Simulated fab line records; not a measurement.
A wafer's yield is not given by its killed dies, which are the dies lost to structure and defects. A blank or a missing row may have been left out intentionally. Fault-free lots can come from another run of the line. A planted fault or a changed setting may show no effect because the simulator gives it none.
The tool behind it: which one? ; flow sky130 ; 24 lots with 72 wafers sampled at 4 steps, on a route of 708 steps

== WHAT THE GAUGES SHOWED, per wafer ==
SKY_SD_P_OVL_MEAS_08.
lot;measured;on;SD_P_OVL (nm)
L074;day 26 19:16;overlay-02;1.0 -0.2 -2.6
L077;day 27 00:04;overlay-01;2.3 1.9 1.5
L076;day 26 23:04;overlay-01;1.5 1.8 4.3
L075;day 26 23:53;overlay-02;0.0 -0.1 0.2
L079;day 27 01:52;overlay-02;1.5 1.0 1.6
L078;day 27 01:26;overlay-02;2.2 0.7 1.8
L080;day 28 02:16;overlay-01;2.2 -0.2 1.3
L081;day 28 03:25;overlay-01;2.2 0.3 1.7
L082;day 28 08:43;overlay-02;1.9 1.2 -1.0
L083;day 28 14:31;overlay-01;0.4 0.6 -0.9
L085;day 29 00:49;overlay-01;0.3 -2.5 -0.7
L084;day 29 04:34;overlay-02;0.0 0.9 1.5
L086;day 29 16:55;overlay-01;0.2 -0.8 -1.9
L087;day 29 18:34;overlay-02;-0.5 0.1 -1.4
L088;day 30 01:37;overlay-02;0.3 1.0 -2.0
L089;day 30 10:38;overlay-01;1.0 0.6 -0.2
L090;day 31 04:40;overlay-01;-1.4 -0.7 -0.6
L091;day 31 06:31;overlay-02;1.0 -0.4 -0.6
L092;day 31 23:19;overlay-02;-1.1 -0.4 -1.4
L093;day 32 00:19;overlay-01;3.5 2.2 3.9
L094;day 32 10:16;overlay-02;-0.8 0.9 -1.6
L095;day 32 13:19;overlay-01;-0.7 -0.9 -0.6
L096;day 32 17:43;overlay-02;-4.4 -1.0 0.1
L097;day 33 04:01;overlay-01;-0.3 -0.5 -0.5

== EACH LOT AND THE TOOL THAT RAN IT (in order: tool; ch and the chambers of the sampled wafers; start) ==
lot;SKY_PWDE_STRIP_09;SKY_SPACER_ETCHBACK_02;SKY_POLY_CUT_STRIP_12
L074;plasma asher-03 ch 0, day 4 06:29;rie diel-03 ch 0,1,2, day 24 08:36;plasma asher-02 ch 0,1, day 25 14:32
L077;plasma asher-03 ch 0,1, day 4 16:38;rie diel-01 ch 1,2,3, day 24 13:07;plasma asher-02 ch 0,1, day 25 18:35
L076;plasma asher-03 ch 0,1, day 4 16:59;rie diel-03 ch 0,2, day 24 13:07;plasma asher-02 ch 0,1, day 25 18:08
L075;plasma asher-01 ch 0,1, day 4 17:29;rie diel-02 ch 0,2,3, day 24 13:07;plasma asher-01 ch 0,1, day 25 18:23
L079;plasma asher-02 ch 0,1, day 4 22:23;rie diel-02 ch 0,1,2, day 24 14:19;plasma asher-02 ch 0,1, day 25 20:26
L078;plasma asher-03 ch 0,1, day 4 22:32;rie diel-03 ch 1,2,3, day 24 14:19;plasma asher-01 ch 0,1, day 25 20:17
L080;plasma asher-03 ch 0,1, day 5 11:26;rie diel-02 ch 1,2,3, day 25 15:40;plasma asher-02 ch 0,1, day 26 21:09
L081;plasma asher-03 ch 0,1, day 5 11:53;rie diel-03 ch 0,1,2, day 25 16:52;plasma asher-01 ch 0,1, day 26 22:38
L082;plasma asher-02 ch 0,1, day 5 20:44;rie diel-02 ch 1,2,3, day 25 23:06;plasma asher-03 ch 0,1, day 27 04:29
L083;plasma asher-02 ch 0, day 6 01:50;rie diel-02 ch 2,3, day 26 04:03;plasma asher-03 ch 0, day 27 09:56
L085;plasma asher-02 ch 0,1, day 6 09:08;rie diel-02 ch 2,3, day 26 16:21;plasma asher-03 ch 0,1, day 27 21:17
L084;plasma asher-03 ch 0,1, day 6 09:23;rie diel-02 ch 1,3, day 26 18:52;plasma asher-03 ch 0,1, day 28 00:20
L086;plasma asher-02 ch 0,1, day 6 21:23;rie diel-02 ch 2,3, day 27 07:42;plasma asher-03 ch 0,1, day 28 13:08
L087;plasma asher-01 ch 0,1, day 6 21:38;rie diel-03 ch 1,2,3, day 27 10:39;plasma asher-02 ch 0,1, day 28 15:02
L088;plasma asher-02 ch 0, day 7 03:47;rie diel-01 ch 0,3, day 27 16:54;plasma asher-03 ch 0,1, day 28 21:44
L089;plasma asher-02 ch 0,1, day 7 07:10;rie diel-03 ch 1,2,3, day 28 02:40;plasma asher-01 ch 0,1, day 29 06:58
L090;plasma asher-03 ch 0,1, day 7 20:02;rie diel-01 ch 2,3, day 28 20:52;plasma asher-02 ch 0,1, day 30 01:08
L091;plasma asher-01 ch 1, day 7 21:47;rie diel-02 ch 2,3, day 28 23:19;plasma asher-01 ch 0,1, day 30 03:41
L092;plasma asher-03 ch 0,1, day 8 05:08;rie diel-01 ch 0,1,3, day 29 16:38;plasma asher-02 ch 0,1, day 30 20:17
L093;plasma asher-02 ch 0,1, day 8 09:50;rie diel-03 ch 2,3, day 29 16:38;plasma asher-01 ch 0,1, day 30 20:47
L094;plasma asher-02 ch 0,1, day 8 12:17;rie diel-03 ch 0,2, day 30 03:38;plasma asher-03 ch 0,1, day 31 06:48
L095;plasma asher-03 ch 0,1, day 8 19:32;rie diel-02 ch 0,3, day 30 06:52;plasma asher-03 ch 0, day 31 10:26
L096;plasma asher-01 ch 0,1, day 9 01:41;rie diel-02 ch 0,2, day 30 11:25;plasma asher-03 ch 0,1, day 31 14:11
L097;plasma asher-01 ch 0,1, day 9 06:16;rie diel-01 ch 1,2,3, day 30 22:17;plasma asher-03 ch 0,1, day 32 02:01
- SKY_PWDE_STRIP_09: strips in O2/N2.
- SKY_SPACER_ETCHBACK_02: etches Si3N4 in CH3F/O2, stops on SiO2, time 46.7 s, target depth 45 nm.
- SKY_POLY_CUT_STRIP_12: strips in O2/N2.

== WHAT THE TOOLS THEMSELVES READ (means of the sampled wafers that have a number; where no wafer has one, the mark that the record gives instead) ==
SKY_PWDE_STRIP_09.
lot;tool;drypump motor current A (A);o2 flow sccm (sccm);oes product au (a.u.);strip time to endpoint s (s)
L074;plasma asher-03;5.8;3002;0.724;36.98
L077;plasma asher-03;5.5;3002;0.720;36.78
L076;plasma asher-03;5.5;3000;0.725;36.80
L075;plasma asher-01;5.7;2986;0.721;36.95
L079;plasma asher-02;6.3;3007;0.720;36.85
L078;plasma asher-03;5.6;3004;0.719;37.00
L080;plasma asher-03;5.6;3006;0.717;36.86
L081;plasma asher-03;5.6;2999;0.723;36.90
L082;plasma asher-02;6.4;3005;0.721;36.86
L083;plasma asher-02;6.1;2996;0.726;36.87
L085;plasma asher-02;6.3;2992;0.719;36.77
L084;plasma asher-03;5.5;3001;0.724;36.92
L086;plasma asher-02;6.3;2996;0.725;36.87
L087;plasma asher-01;5.7;2995;0.720;36.92
L088;plasma asher-02;6.1;2988;0.719;36.94
L089;plasma asher-02;6.6;3004;0.722;36.84
L090;plasma asher-03;5.5;3001;0.726;36.84
L091;plasma asher-01;5.5;3009;0.725;36.96
L092;plasma asher-03;5.6;2998;0.723;36.82
L093;plasma asher-02;6.3;3003;0.718;36.92
L094;plasma asher-02;6.6;2994;0.725;36.86
L095;plasma asher-03;5.6;3002;0.729;36.89
L096;plasma asher-01;5.8;2992;0.724;37.12
L097;plasma asher-01;5.9;3007;0.722;36.98

SKY_SPACER_ETCHBACK_02.
lot;tool;ch3f flow sccm (sccm);drypump motor current A (A);oes product au (a.u.);rf fwd power W (W);throttle valve pct (%)
L074;rie diel-03;40.02;5.4;0.863;398.4;10.569
L077;rie diel-01;40.00;5.7;0.858;397.1;10.569
L076;rie diel-03;39.94;5.5;0.847;395.9;10.555
L075;rie diel-02;40.00;5.8;0.855;396.5;10.572
L079;rie diel-02;39.92;5.9;0.860;396.8;10.567
L078;rie diel-03;40.00;5.4;0.853;396.3;10.571
L080;rie diel-02;40.05;5.8;0.849;395.8;10.565
L081;rie diel-03;40.04;5.4;0.856;396.8;10.561
L082;rie diel-02;40.07;5.8;0.853;395.8;10.567
L083;rie diel-02;39.92;5.8;0.852;396.3;10.566
L085;rie diel-02;39.92;5.8;0.854;394.8;10.561
L084;rie diel-02;40.08;5.7;0.849;395.5;10.566
L086;rie diel-02;40.10;5.8;0.855;396.9;10.563
L087;rie diel-03;39.92;5.4;0.848;394.7;10.572
L088;rie diel-01;40.05;5.7;0.853;395.5;10.561
L089;rie diel-03;40.02;5.4;0.855;396.8;10.556
L090;rie diel-01;39.94;5.7;0.852;396.4;10.569
L091;rie diel-02;40.13;5.9;0.856;396.3;10.574
L092;rie diel-01;39.93;5.6;0.849;394.8;10.558
L093;rie diel-03;39.88;5.2;0.850;393.9;10.564
L094;rie diel-03;40.00;5.5;0.854;395.8;10.565
L095;rie diel-02;40.08;5.8;0.861;396.3;10.570
L096;rie diel-02;39.87;6.0;0.855;397.2;10.562
L097;rie diel-01;40.05;5.7;0.856;396.5;10.554

SKY_POLY_CUT_STRIP_12.
lot;tool;drypump motor current A (A);o2 flow sccm (sccm);oes product au (a.u.);strip time to endpoint s (s)
L074;plasma asher-02;6.6;3012;0.451;5.345
L077;plasma asher-02;6.6;3005;0.448;5.334
L076;plasma asher-02;6.5;3000;0.452;5.332
L075;plasma asher-01;5.9;2996;0.450;5.377
L079;plasma asher-02;6.3;3005;0.451;5.364
L078;plasma asher-01;5.8;3004;0.455;5.352
L080;plasma asher-02;6.3;3005;0.452;5.330
L081;plasma asher-01;5.9;3000;0.454;5.341
L082;plasma asher-03;5.6;3003;0.457;5.355
L083;plasma asher-03;5.8;2981;0.449;5.375
L085;plasma asher-03;5.6;2992;0.446;5.350
L084;plasma asher-03;5.5;3005;0.448;5.345
L086;plasma asher-03;5.6;2995;0.453;5.367
L087;plasma asher-02;6.3;3002;0.451;5.361
L088;plasma asher-03;5.6;3006;0.460;5.362
L089;plasma asher-01;5.7;3001;0.452;5.351
L090;plasma asher-02;6.6;2996;0.453;5.353
L091;plasma asher-01;5.9;3008;0.452;5.371
L092;plasma asher-02;6.6;3000;0.450;5.362
L093;plasma asher-01;5.8;2999;0.453;5.347
L094;plasma asher-03;5.5;2990;0.456;5.400
L095;plasma asher-03;5.8;3003;0.452;5.347
L096;plasma asher-03;5.6;2995;0.453;5.360
L097;plasma asher-03;5.5;2985;0.450;5.375

== THE ANSWER, worked out from the rows above alone ==
Rule: what is usual is taken from the lots themselves. Put in order of their means at a reading, lots are off if they are a third of the lots or fewer, leave a main group of 4 or more, and stand apart from it by a gap of 3 or more times the standard deviation of the main group's means; of several such gaps the widest counts. If all means in a main group match to the digits the tables above print for the reading, that group is not used. Also off: a lot with no number at a reading for which 4 or more lots have one. All remaining lots with rows at the step are treated as sound. First the gauges in route order, then the tools' own readings, where a lot's mean is used as printed above. At the first step where some lot is off, the reading lying furthest off is the one used; lots without a number count as furthest.
None of the lots is off at any reading shown; this tells nothing.

== WHAT WAS PUT IN BY THE SIMULATOR ==
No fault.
